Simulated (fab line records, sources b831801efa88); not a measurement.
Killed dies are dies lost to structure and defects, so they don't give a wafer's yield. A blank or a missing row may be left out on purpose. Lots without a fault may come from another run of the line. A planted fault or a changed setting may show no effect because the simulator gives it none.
fab line records | flow sky130
record lots=13 wafers=37 last_day=50
route steps=708 shown NWELL@34 PWDE@55 VT_ADJUST_LVTN@106 SONOS_TUNNEL@163
lots that met no fault: from a run of the same line without faults
start_h: hours from the record's first day to the start of the lot's first wafer shown | wait_h: hours since the lot's step before | " the same as in the row above | L1.1+2: a row that stands for several wafers | - no value, or no start given | * or withheld: withheld | < > ~ a bound
route shown NAME@n: a module of which the file shows steps, and the number in the route of the first | usual: mean/standard deviation of fault-free wafers | same: alike in all rows | chamber/n: place in a boat | sites: the reading at each site | _std_site: their standard deviation | _edge_site: outer sites' mean less inner sites' | radius_mm: how far each site lies from the wafer's centre | mask NAME#n: copy n | behind: the tool/chamber that last shaped the wafer | hold: why the lot was held/for how many hours/how that ended | device: the transistor (n, p or np) that didn't switch | end of line: the same wafers' tests at the end of the route | a step without rows: its recipe alone | killed: dies lost to structure and defects at the first sort, not the wafer's yield | map: a wafer's dies, x killed, . not, _ none there
set.NAME: the setting as run; set.NAME@STEP: as run at that earlier step | model.NAME: the simulator's own value behind a step, which no gauge read
steps of the route over a sample of lots; a table a step, a row a wafer
services: from which hour (start_h, from the record's first day; less than 0 if before it) a tool's chamber was out of use, for how many hours, and why
## steps
# step SKY_NWELL_THK_MEAS_02
# recipe reads=SiO2_of_NWELL_OXIDATION_01
# usual NWELL_OXIDATION_THK=9.91/0.19
# columns lot.wafer tool chamber start_h wait_h NWELL_OXIDATION_THK[nm]
L329.1 film_metro-03 - 37.39 0.0 10.11
L329.4 " - " " 10.13
L329.5 " - " " 10.10
L331.4 film_metro-03 - 45.52 0.0 10.11
L331.5 " - " " 10.05
L331.6 " - " " 9.82
L332.4 film_metro-02 - 48.73 0.0 10.16
L332.5 " - " " 10.28
L332.6 " - " " 10.18
L334.1 film_metro-02 - 62.48 0.0 9.80
L334.2 " - " " 10.02
L334.5 " - " " 9.71
L335.3 film_metro-03 - 66.64 0.0 9.97
L335.4 " - " " 10.08
L335.5 " - " " 10.01
L338.2 film_metro-01 - 84.10 0.0 9.78
L338.4 " - " " 9.96
L338.6 " - " " 9.90
L340.1 film_metro-03 - 95.09 0.0 10.01
L340.2 " - " " 10.21
L340.3 " - " " 10.09
L343.4 film_metro-02 - 110.84 0.0 10.08
L343.6 " - " " 9.94
L346.1 film_metro-03 - 125.49 0.0 10.04
L346.6 " - " " 10.14
L347.2 film_metro-03 - 129.84 0.0 9.48
L347.4 " - " " 9.49
L347.5 " - " " 9.66
L348.2 film_metro-01 - 138.89 0.0 9.95
L348.4 " - " " 10.07
L348.6 " - " " 9.85
L349.1 film_metro-01 - 143.29 0.0 9.89
L349.3 " - " " 9.87
L349.5 " - " " 9.84
L352.1 film_metro-03 - 155.94 0.0 9.83
L352.3 " - " " 9.87
L352.6 " - " " 9.81
# step SKY_PWDE_TW_MEAS_10
# usual PWDE_TW=373.0/2
# columns lot.wafer tool chamber start_h wait_h PWDE_TW
L329.1 film_metro-02 - 69.34 0.1 375.9
L329.4 " - " " 373.6
L329.5 " - " " 372.4
L331.4 film_metro-03 - 78.07 0.1 370.1
L331.5 " - " " 371.2
L331.6 " - " " 370.2
L332.4 film_metro-03 - 80.94 0.1 371.4
L332.5 " - " " 369.8
L332.6 " - " " 372.0
L334.1 film_metro-01 - 96.12 0.1 374.3
L334.2 " - " " 374.3
L334.5 " - " " 374.5
L335.3 film_metro-02 - 101.08 0.1 375.5
L335.4 " - " " 373.4
L335.5 " - " " 374.1
L338.2 film_metro-02 - 119.22 0.1 373.3
L338.4 " - " " 372.8
L338.6 " - " " 373.0
L340.1 film_metro-02 - 131.06 0.1 373.2
L340.2 " - " " 374.2
L340.3 " - " " 375.1
L343.4 film_metro-02 - 148.52 0.1 372.6
L343.6 " - " " 372.5
L346.1 film_metro-02 - 164.91 0.1 372.4
L346.6 " - " " 373.1
L347.2 film_metro-01 - 169.92 0.1 374.1
L347.4 " - " " 371.3
L347.5 " - " " 374.1
L348.2 film_metro-02 - 179.23 0.1 373.1
L348.4 " - " " 372.3
L348.6 " - " " 373.1
L349.1 film_metro-01 - 184.04 0.1 374.1
L349.3 " - " " 374.0
L349.5 " - " " 372.6
L352.1 film_metro-02 - 197.42 0.1 374.8
L352.3 " - " " 374.7
L352.6 " - " " 373.8
# step SKY_VT_ADJUST_LVTN_STRIP_09
# recipe chemistry=O2/N2 power_w=1400 pressure_mtorr=1500 platen_temp_c=withheld o2_flow_sccm=3000 n2_flow_sccm=300 overash_fraction=0.5
# usual drypump_motor_current_A=5.49/0.25 oes_product_au=0.722/0.0045 strip_time_to_endpoint_s=36.94/0.12
# columns lot.wafer tool chamber start_h wait_h drypump_motor_current_A oes_product_au rf_hours_counter_h strip_time_to_endpoint_s
L329.1 plasma_asher-02 1 141.18 0.1 5.09 0.727 45 37.10
L329.4 " 1 " " 5.09 0.716 - 37.16
L329.5 " 1 " " 5.10 0.730 - 37.14
L331.4 plasma_asher-02 1 151.74 0.1 5.08 0.722 - 36.84
L331.5 " 0 " " 5.86 0.725 - 36.90
L331.6 " 1 " " 5.08 0.719 - 36.89
L332.4 plasma_asher-01 1 155.46 0.1 5.54 0.728 - 36.91
L332.5 " 1 " " 5.55 0.720 - 36.89
L332.6 " 0 " " 5.33 0.726 - 36.83
L334.1 plasma_asher-02 1 173.46 0.1 5.08 0.726 48 36.93
L334.2 " 0 " " 5.89 0.723 48 36.91
L334.5 " 0 " " 5.90 0.721 - 36.96
L335.3 plasma_asher-01 0 180.09 0.1 5.32 0.724 - 36.88
L335.4 " 1 " " 5.57 0.724 - 36.98
L335.5 " 1 " " 5.56 0.729 - 36.97
L338.2 plasma_asher-03 0 200.62 0.1 5.75 0.715 51 37.02
L338.4 " 0 " " 5.75 0.720 - 36.94
L338.6 " 0 " " 5.72 0.725 - 36.95
L340.1 plasma_asher-01 0 215.12 0.1 5.37 0.728 40 36.97
L340.2 " 1 " " 5.54 0.722 40 36.95
L340.3 " 0 " " 5.33 0.727 - 36.82
L343.4 plasma_asher-02 1 234.70 0.1 5.12 0.719 - 37.12
L343.6 " 1 " " 5.10 0.726 - 37.07
L346.1 plasma_asher-01 0 253.41 0.1 5.30 0.722 44 36.79
L346.6 " 0 " " 5.32 0.726 - 36.74
L347.2 plasma_asher-01 0 261.37 0.1 5.29 0.731 45 37.09
L347.4 " 0 " " 5.31 0.724 - 37.15
L347.5 " 0 " " 5.29 0.723 - 37.08
L348.2 plasma_asher-03 1 270.77 0.1 5.52 0.721 58 37.13
L348.4 " 0 " " 5.71 0.723 - 37.13
L348.6 " 0 " " 5.70 0.727 - 37.05
L349.1 plasma_asher-02 1 275.97 0.1 5.09 0.723 58 36.91
L349.3 " 0 " " 5.86 0.728 - 36.99
L349.5 " 0 " " 5.86 0.717 - 36.97
L352.1 plasma_asher-03 1 290.36 0.1 5.48 0.722 60 37.15
L352.3 " 0 " " 5.72 0.714 - 37.23
L352.6 " 1 " " 5.43 0.725 - 37.14
# step SKY_SONOS_TUNNEL_IMPLANT_09
# recipe species=B energy_kev=20 dose_cm2=1e+12 tilt_deg=withheld
# columns lot.wafer tool chamber start_h wait_h
L329.1+4+5 implanter-01 0 249.59 0.0
L331.4+5+6 implanter-02 0 262.35 0.1
L332.4+5+6 implanter-03 0 265.65 0.1
L334.1+2+5 implanter-01 0 288.64 0.0
L335.3+4+5 implanter-03 0 295.53 0.1
L338.2+4+6 implanter-03 0 318.90 0.0
L340.1+2+3 implanter-01 0 337.59 0.0
L343.4+6 implanter-03 0 360.60 0.1
L346.1+6 implanter-03 0 383.23 0.0
L347.2+4+5 implanter-01 0 391.30 0.0
L348.2+4+6 implanter-02 0 404.47 0.0
L349.1+3+5 implanter-02 0 408.28 0.0
L352.1+3+6 implanter-02 0 426.64 0.0
# step SKY_SONOS_TUNNEL_TW_MEAS_12
# usual SONOS_TUNNEL_TW=196.8/1.8
# columns lot.wafer tool chamber start_h wait_h SONOS_TUNNEL_TW
L329.1 film_metro-03 - 250.01 0.0 195.8
L329.4 " - " " 195.9
L329.5 " - " " 196.2
L331.4 film_metro-02 - 262.74 0.0 198.0
L331.5 " - " " 197.0
L331.6 " - " " 197.7
L332.4 film_metro-04 - 266.03 0.0 197.3
L332.5 " - " " 197.0
L332.6 " - " " 197.6
L334.1 film_metro-04 - 289.05 0.0 199.1
L334.2 " - " " 198.1
L334.5 " - " " 199.9
L335.3 film_metro-02 - 295.91 0.0 197.4
L335.4 " - " " 198.2
L335.5 " - " " 197.8
L338.2 film_metro-02 - 319.30 0.0 196.5
L338.4 " - " " 195.8
L338.6 " - " " 195.2
L340.1 film_metro-04 - 338.00 0.0 198.8
L340.2 " - " " 198.2
L340.3 " - " " 198.8
L343.4 film_metro-04 - 361.15 0.0 179.8
L343.6 " - " " 198.7
L346.1 film_metro-04 - 383.65 0.0 179.9
L346.6 " - " " 197.0
L347.2 film_metro-04 - 391.71 0.0 198.8
L347.4 " - " " 198.9
L347.5 " - " " 199.7
L348.2 film_metro-02 - 404.97 0.0 195.3
L348.4 " - " " 196.6
L348.6 " - " " 197.4
L349.1 film_metro-03 - 408.71 0.0 196.3
L349.3 " - " " 194.4
L349.5 " - " " 195.0
L352.1 film_metro-03 - 427.08 0.0 194.3
L352.3 " - " " 195.0
L352.6 " - " " 194.9
## services
# columns tool chamber start_h hours kind
implanter-03 - 129.77 2.6 repair
plasma_asher-01 - 143.46 2.8 pm
implanter-03 - 149.36 1.0 repair
implanter-03 - 152.90 1.1 repair
plasma_asher-03 - 175.67 2.1 repair
implanter-01 - 201.92 2.3 repair
implanter-03 - 220.95 3.0 repair
implanter-03 - 246.43 6.0 repair
plasma_asher-01 - 264.31 7.3 repair
implanter-03 - 281.86 1.6 repair
plasma_asher-01 - 282.63 1.5 repair
plasma_asher-01 - 341.27 2.0 repair
implanter-02 - 366.83 1.6 repair
implanter-01 - 368.88 3.2 pm
plasma_asher-02 - 377.76 0.6 repair
implanter-01 - 395.23 2.4 repair
implanter-01 - 417.49 65.9 pm
plasma_asher-02 - 421.25 9.0 pm
plasma_asher-02 0 421.25 9.0 vent_cycle
plasma_asher-02 1 421.25 9.0 vent_cycle
## key
first_sign step=SKY_SONOS_TUNNEL_TW_MEAS_12 reading=SONOS_TUNNEL_TW direction=down sigmas=9.3 usual=196.8 struck=179.9
effect none on later readings
met_at SKY_SONOS_TUNNEL_IMPLANT_09
struck_lots L343,L346
struck_wafers L343.4,L346.1
tester_left_out L343,L346
not_acting_at SKY_NWELL_THK_MEAS_02,SKY_PWDE_TW_MEAS_10,SKY_VT_ADJUST_LVTN_STRIP_09
onset_between 318.90 360.60
fault kind=process_parameter_drift tool=implanter-03 chamber=- onset_h=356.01 steps=SKY_SONOS_TUNNEL_IMPLANT_09 channel=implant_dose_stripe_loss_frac offset=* shape=step end_h=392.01 scope=struck_wafers_only
# tester_left_out: of these lots the tester's yield and bins aren't shown, on N5 and GAA mostly nor the transistor test; their killed dies are dies lost to structure and defects alone, not to doping, threshold or leakage, so they don't give the yield
